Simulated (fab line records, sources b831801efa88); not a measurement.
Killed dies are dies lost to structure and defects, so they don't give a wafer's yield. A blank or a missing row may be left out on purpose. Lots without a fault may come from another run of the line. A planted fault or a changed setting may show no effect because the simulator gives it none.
fab line records | flow sky130
record lots=12 wafers=36 last_day=50
route steps=708 shown GATE_OXIDE@201 POLY_GATE@227 LDD_LDN@299
lots that met no fault: from a run of the same line without faults
start_h: hours from the record's first day to the start of the lot's first wafer shown | wait_h: hours since the lot's step before | " the same as in the row above | L1.1+2: a row that stands for several wafers | - no value, or no start given | * or withheld: withheld | < > ~ a bound
route shown NAME@n: a module of which the file shows steps, and the number in the route of the first | usual: mean/standard deviation of fault-free wafers | same: alike in all rows | chamber/n: place in a boat | sites: the reading at each site | _std_site: their standard deviation | _edge_site: outer sites' mean less inner sites' | radius_mm: how far each site lies from the wafer's centre | mask NAME#n: copy n | behind: the tool/chamber that last shaped the wafer | hold: why the lot was held/for how many hours/how that ended | device: the transistor (n, p or np) that didn't switch | end of line: the same wafers' tests at the end of the route | a step without rows: its recipe alone | killed: dies lost to structure and defects at the first sort, not the wafer's yield | map: a wafer's dies, x killed, . not, _ none there
set.NAME: the setting as run; set.NAME@STEP: as run at that earlier step | model.NAME: the simulator's own value behind a step, which no gauge read
steps of the route over a sample of lots; a table a step, a row a wafer
services: from which hour (start_h, from the record's first day; less than 0 if before it) a tool's chamber was out of use, for how many hours, and why
## steps
# step SKY_GATE_OXIDE_TW_MEAS_14
# usual GATE_OXIDE_TW=224.1/2.4
# columns lot.wafer tool chamber start_h wait_h GATE_OXIDE_TW
L213.1 film_metro-01 - 309.56 0.1 223.9
L213.2 " - " " 224.2
L213.6 " - " " 223.7
L214.1 film_metro-02 - 318.26 0.1 224.3
L214.2 " - " " 226.7
L214.6 " - " " 225.2
L215.1 film_metro-01 - 328.62 0.1 224.0
L215.3 " - " " 224.5
L215.4 " - " " 225.5
L216.1 film_metro-03 - 336.31 0.1 220.9
L216.2 " - " " 222.1
L216.6 " - " " 221.6
L217.4 film_metro-02 - 349.33 0.1 226.5
L217.5 " - " " 226.2
L217.6 " - " " 225.8
L219.2 film_metro-03 - 364.83 0.1 223.3
L219.5 " - " " 224.1
L219.6 " - " " 222.5
L227.1 film_metro-03 - 438.29 0.1 221.6
L227.3 " - " " 222.3
L227.4 " - " " 222.4
L228.2 film_metro-03 - 451.37 0.1 222.3
L228.5 " - " " 223.1
L228.6 " - " " 221.8
L230.1 film_metro-03 - 456.85 0.1 222.9
L230.4 " - " " 220.9
L230.5 " - " " 222.5
L231.1 film_metro-03 - 466.00 0.1 222.5
L231.5 " - " " 220.5
L231.6 " - " " 222.0
L232.4 film_metro-02 - 475.79 0.1 227.4
L232.5 " - " " 228.1
L232.6 " - " " 226.9
L236.1 film_metro-03 - 502.26 0.1 221.3
L236.2 " - " " 222.3
L236.6 " - " " 221.7
# step SKY_POLY_GATE_CD_MEAS_13
# recipe target_cd_nm=150
# usual cd_nm=150.4/1.3
# columns lot.wafer tool chamber start_h wait_h cd_nm
L213.1 cd_sem-02 - 370.69 - 149.3
L213.2 " - " " 149.9
L213.6 " - " " 149.4
L214.1 cd_sem-02 - 381.69 - 152.4
L214.2 " - " " 152.7
L214.6 " - " " 151.0
L215.1 cd_sem-02 - 389.88 - 150.4
L215.3 " - " " 149.5
L215.4 " - " " 148.4
L216.1 cd_sem-01 - 400.14 - 149.4
L216.2 " - " " 148.6
L216.6 " - " " 149.6
L217.4 cd_sem-01 - 414.95 - 151.7
L217.5 " - " " 151.2
L217.6 " - " " 151.5
L219.2 cd_sem-01 - 428.10 - 150.0
L219.5 " - " " 150.6
L219.6 " - " " 149.0
L227.1 cd_sem-01 - 505.39 - 150.1
L227.3 " - " " 149.4
L227.4 " - " " 151.7
L228.2 cd_sem-02 - 516.50 - 149.0
L228.5 " - " " 151.0
L228.6 " - " " 149.9
L230.1 cd_sem-02 - 522.93 - 150.7
L230.4 " - " " 150.0
L230.5 " - " " 149.9
L231.1 cd_sem-02 - 534.49 - 151.7
L231.5 " - " " 151.9
L231.6 " - " " 151.1
L232.4 cd_sem-02 - 540.05 - 151.3
L232.5 " - " " 152.3
L232.6 " - " " 151.9
L236.1 cd_sem-01 - 567.33 - 151.3
L236.2 " - " " 152.1
L236.6 " - " " 151.4
# step SKY_POLY_GATE_ETCH_17
# recipe target_depth_nm=180 stop_on=SiO2 over_etch_frac=0.56667 chemistry=HBr/Cl2 target=poly-Si icp_w=400 bias_w=100 pressure_mtorr=10 HBr_flow_sccm=150 Cl2_flow_sccm=50 time_s=70.5
# usual drypump_motor_current_A=5.6/0.41 oes_product_au=0.984/0.0095 throttle_valve_pct=33.684/0.0086
# same over_etch_frac=0.56667
# columns lot.wafer tool chamber start_h wait_h drypump_motor_current_A oes_product_au rf_hours_counter_h throttle_valve_pct
L213.1 rie_si-02 0 371.02 0.0 5.9 0.962 6 33.692
L213.2 " 2 " " 6.0 0.970 1 33.682
L213.6 " 3 " " 5.3 0.993 - 33.694
L214.1 rie_si-01 2 382.02 0.0 5.2 0.978 62 33.690
L214.2 " 3 " " 4.9 0.990 1 33.670
L214.6 " 2 " " 5.2 0.971 - 33.690
L215.1 rie_si-02 1 390.21 0.0 6.0 0.983 46 33.695
L215.3 " 0 " " 5.9 0.991 6 33.674
L215.4 " 3 " " 5.2 0.981 6 33.682
L216.1 rie_si-01 0 400.47 0.0 5.6 0.980 5 33.672
L216.2 " 3 " " 4.9 0.991 1 33.691
L216.6 " 3 " " 5.0 0.987 - 33.685
L217.4 rie_si-01 0 415.22 0.0 5.6 0.992 5 33.687
L217.5 " 1 " " 6.0 0.979 - 33.690
L217.6 " 2 " " 5.2 0.954 - 33.676
L219.2 rie_si-01 0 428.41 0.0 5.6 0.987 5 33.681
L219.5 " 2 " " 5.2 0.967 - 33.701
L219.6 " 3 " " 4.9 0.983 - 33.694
L227.1 rie_si-02 2 505.75 0.0 6.1 0.959 1 33.698
L227.3 " 3 " " 5.2 0.993 6 33.685
L227.4 " 0 " " 5.9 0.979 6 33.687
L228.2 rie_si-02 3 516.81 0.0 5.2 0.989 6 33.673
L228.5 " 1 " " 6.0 0.985 - 33.683
L228.6 " 3 " " 5.2 0.990 - 33.679
L230.1 rie_si-01 3 523.27 0.0 5.0 0.995 2 33.698
L230.4 " 3 " " 5.0 0.987 - 33.689
L230.5 " 0 " " 5.6 0.994 - 33.666
L231.1 rie_si-02 1 534.82 0.0 6.0 0.999 46 33.702
L231.5 " 3 " " 5.2 1.006 - 33.673
L231.6 " 2 " " 6.0 0.974 - 33.673
L232.4 rie_si-01 3 540.35 0.1 4.9 0.992 - 33.684
L232.5 " 1 " " 5.9 0.999 - 33.678
L232.6 " 0 " " 5.6 0.991 - 33.677
L236.1 rie_si-02 2 567.67 0.0 6.0 0.972 1 33.678
L236.2 " 0 " " 5.9 0.979 6 33.707
L236.6 " 2 " " 6.0 0.965 - 33.708
# step SKY_LDD_LDN_IMPLANT_10
# recipe species=As energy_kev=15 dose_cm2=1.25e+13 tilt_deg=withheld rotation_deg=203
# usual dose_ions_cm2=1.2498e+13/1.6e+10 faraday_current_uA=70.6/1.4
# columns lot.wafer tool chamber start_h wait_h dose_ions_cm2 faraday_current_uA
L213.1 implanter-02 0 525.92 0.1 1.2503e+13 69.9
L213.2 " 0 " " 1.2499e+13 69.8
L213.6 " 0 " " 1.2528e+13 70.9
L214.1 implanter-03 0 537.77 0.1 1.2504e+13 69.8
L214.2 " 0 " " 1.2499e+13 72.3
L214.6 " 0 " " 1.2494e+13 69.2
L215.1 implanter-02 0 548.55 0.1 1.2497e+13 68.6
L215.3 " 0 " " 1.2503e+13 69.5
L215.4 " 0 " " 1.2488e+13 69.5
L216.1 implanter-01 0 557.40 0.1 1.253e+13 70.0
L216.2 " 0 " " 1.2506e+13 71.1
L216.6 " 0 " " 1.2521e+13 70.7
L217.4 implanter-02 0 570.14 0.1 1.2499e+13 70.9
L217.5 " 0 " " 1.2517e+13 71.5
L217.6 " 0 " " 1.2505e+13 69.4
L219.2 implanter-02 0 583.30 0.1 1.2508e+13 68.3
L219.5 " 0 " " 1.2533e+13 69.4
L219.6 " 0 " " 1.2513e+13 68.4
L227.1 implanter-02 0 656.45 0.1 1.252e+13 72.7
L227.3 " 0 " " 1.2516e+13 71.4
L227.4 " 0 " " 1.2523e+13 70.7
L228.2 implanter-02 0 666.28 0.1 1.305e+12 7.5
L228.5 " 0 " " 1.315e+12 7.5
L228.6 " 0 " " 1.291e+12 7.5
L230.1 implanter-02 0 672.15 0.1 1.293e+12 7.4
L230.4 " 0 " " 1.297e+12 7.2
L230.5 " 0 " " 1.313e+12 7.5
L231.1 implanter-03 0 682.97 0.1 1.2523e+13 72.1
L231.5 " 0 " " 1.2497e+13 70.3
L231.6 " 0 " " 1.2492e+13 72.7
L232.4 implanter-02 0 688.44 0.1 1.314e+12 7.6
L232.5 " 0 " " 1.309e+12 7.2
L232.6 " 0 " " 1.312e+12 7.3
L236.1 implanter-03 0 715.92 0.1 1.2492e+13 71.4
L236.2 " 0 " " 1.249e+13 71.8
L236.6 " 0 " " 1.2473e+13 70.5
# step SKY_LDD_LDN_TW_MEAS_13
# usual LDD_LDN_TW=1487/12
# columns lot.wafer tool chamber start_h wait_h LDD_LDN_TW
L213.1 film_metro-02 - 526.32 0.1 1496
L213.2 " - " " 1495
L213.6 " - " " 1502
L214.1 film_metro-01 - 538.18 0.1 1475
L214.2 " - " " 1467
L214.6 " - " " 1467
L215.1 film_metro-01 - 548.95 0.1 1472
L215.3 " - " " 1471
L215.4 " - " " 1476
L216.1 film_metro-04 - 557.80 0.1 1480
L216.2 " - " " 1484
L216.6 " - " " 1487
L217.4 film_metro-01 - 570.50 0.1 1480
L217.5 " - " " 1469
L217.6 " - " " 1475
L219.2 film_metro-04 - 583.68 0.1 1474
L219.5 " - " " 1478
L219.6 " - " " 1480
L227.1 film_metro-04 - 656.85 0.1 1489
L227.3 " - " " 1479
L227.4 " - " " 1480
L228.2 film_metro-01 - 666.66 0.1 1378
L228.5 " - " " 1366
L228.6 " - " " 1370
L230.1 film_metro-02 - 672.55 0.1 1395
L230.4 " - " " 1389
L230.5 " - " " 1380
L231.1 film_metro-04 - 683.37 0.1 1491
L231.5 " - " " 1485
L231.6 " - " " 1489
L232.4 film_metro-02 - 688.80 0.1 1392
L232.5 " - " " 1387
L232.6 " - " " 1384
L236.1 film_metro-04 - 716.32 0.1 1488
L236.2 " - " " 1477
L236.6 " - " " 1478
## services
# columns tool chamber start_h hours kind
implanter-03 - 354.84 5.7 repair
rie_si-01 1 392.01 2.0 repair
rie_si-02 - 409.44 28.1 pm
implanter-03 - 428.73 1.7 repair
implanter-03 - 429.64 2.8 repair
rie_si-01 - 438.97 0.3 repair
implanter-03 - 439.08 2.6 repair
rie_si-02 0 458.46 5.4 repair
rie_si-01 3 479.09 1.1 repair
rie_si-01 1 480.75 43.1 repair
rie_si-02 2 516.19 9.7 repair
rie_si-01 2 520.54 1.1 repair
rie_si-01 2 534.02 14.5 repair
implanter-02 - 553.24 4.6 pm
rie_si-01 - 558.63 15.6 pm
rie_si-01 2 605.61 6.4 repair
implanter-03 - 628.96 5.4 repair
implanter-03 - 640.26 2.5 repair
rie_si-01 1 644.33 6.6 repair
rie_si-01 - 652.51 1.9 repair
implanter-03 - 666.11 3.0 repair
implanter-02 - 681.53 3.3 repair
rie_si-01 2 689.63 5.1 repair
rie_si-01 - 696.96 2.8 pm
## key
first_sign step=SKY_LDD_LDN_IMPLANT_10 reading=dose_ions_cm2 direction=down sigmas=99+ usual=* struck=*
effect step=SKY_LDD_LDN_IMPLANT_10 reading=faraday_current_uA direction=down sigmas=45 usual=70.6 struck=7.4
effect step=SKY_LDD_LDN_TW_MEAS_13 reading=LDD_LDN_TW direction=down sigmas=8.8 usual=1487 struck=1382
met_at SKY_LDD_LDN_IMPLANT_10
struck_lots L228,L230,L232
tester_left_out L228,L230,L232
not_acting_at SKY_GATE_OXIDE_TW_MEAS_14,SKY_POLY_GATE_CD_MEAS_13,SKY_POLY_GATE_ETCH_17
onset_between 656.45 666.28
fault kind=process_parameter_drift tool=implanter-02 chamber=- onset_h=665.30 steps=SKY_LDD_LDN_IMPLANT_10 channel=dose_cm2 offset=* shape=step end_h=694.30 acts_in=* stated=*
# tester_left_out: of these lots the tester's yield and bins aren't shown, on N5 and GAA mostly nor the transistor test; their killed dies are dies lost to structure and defects alone, not to doping, threshold or leakage, so they don't give the yield
